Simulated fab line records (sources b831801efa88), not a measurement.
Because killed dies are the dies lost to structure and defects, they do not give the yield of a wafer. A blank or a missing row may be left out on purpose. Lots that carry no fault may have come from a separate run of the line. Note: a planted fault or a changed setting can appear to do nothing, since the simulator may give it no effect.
Problem report, 8D (eight disciplines) form, completed by code | flow sfqLine | the parts of the form that need people (team, actions taken, sign-off) are left out

1. THE PROBLEM
Mean of runLengthS at SFQ_TRILAYER_I0_VIA_BARC_OPEN_VIA_ETCH_046: 72.7 s across 6 wafers in 2 lots; on wafers with no fault it is 70.0 s (standard deviation 0.45). That puts it +5.9 standard deviations away from the usual mean.
The step: etches BARC in O2, target depth 125 nm, time 41.7 s.
First observed at day 14 19:59: wafer L897.1, on rieDiel-02. The record holds 18 wafers of 6 lots with a number at this step. Rule for "out" (also "out of limits"): further than 4 standard deviations from the usual mean. The other wafers with a number count as sound.

2. WHAT THIS IS AND IS NOT
question                    | is                     | is not
which readings at this step | runLengthS             | drypumpMotorCurrentA
which lots                  | L897, L898             | L900, L903, L905, L906
which wafers of those lots  | all that have a number | -
read on which tools         | rieDiel-02             | rieDiel-04
when                        | from day 14 19:59      | up to then (0 sound wafers); but 12 sound wafers of L900, L903, L905, L906 came after

3. WHAT RULES OUT EACH SUSPECT
Counting: a tool stays on the suspect list if, at a process step up to the reading, it processed all lots that are out and no sound lot following the first of them.
- cmp-01 at SFQ_TRILAYER_I0_CMP_CMP_028 (polishes SiO2): ruled out as a lasting fault. Following L897 (day 10 07:32), the first lot on it that is out, the sound lots L903 were run on it.
- rieDiel-02 at SFQ_TRILAYER_I0_VIA_BARC_OPEN_VIA_ETCH_046 (etches BARC in O2, target depth 125 nm, time 41.7 s): ruled out as a lasting fault. Following L897 (day 14 19:59), the first lot on it that is out, the sound lots L905, L906 were run on it.
Left after counting: nothing in the record.

4. THE CAUSE (what the simulator had put in)
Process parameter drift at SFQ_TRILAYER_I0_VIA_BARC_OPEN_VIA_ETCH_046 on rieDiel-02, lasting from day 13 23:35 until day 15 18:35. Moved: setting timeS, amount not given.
Counting ruled it out, wrongly.

5. THE CHAIN OF EFFECTS, in route order
One row per reading whose mean, taken over the struck wafers that have a number, lies over 3 standard deviations from the usual. Only readings for which the record gives a usual standard deviation are gone through. hours: the time from each lot's start at the first step in this table that gives one to its start at this step, as a median over the lots. sigmas: the change in usual standard deviations.
hours | step                                       | reading      | usual      | on struck wafers | change | sigmas
0     | SFQ_TRILAYER_I0_VIA_BARC_OPEN_VIA_ETCH_046 | oesProductAu | 0.685 a.u. | 0.668            | -0.017 | -4.1
0     | SFQ_TRILAYER_I0_VIA_BARC_OPEN_VIA_ETCH_046 | runLengthS   | 70.0 s     | 72.7             | +2.7   | +5.9
Its process steps:
- SFQ_TRILAYER_I0_VIA_BARC_OPEN_VIA_ETCH_046: etches BARC in O2, target depth 125 nm, time 41.7 s.

6. WHAT WOULD HAVE CAUGHT IT SOONER
20 hours passed between the start of the fault at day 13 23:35 and the first reading out of limits in this record, taken at day 14 19:59.
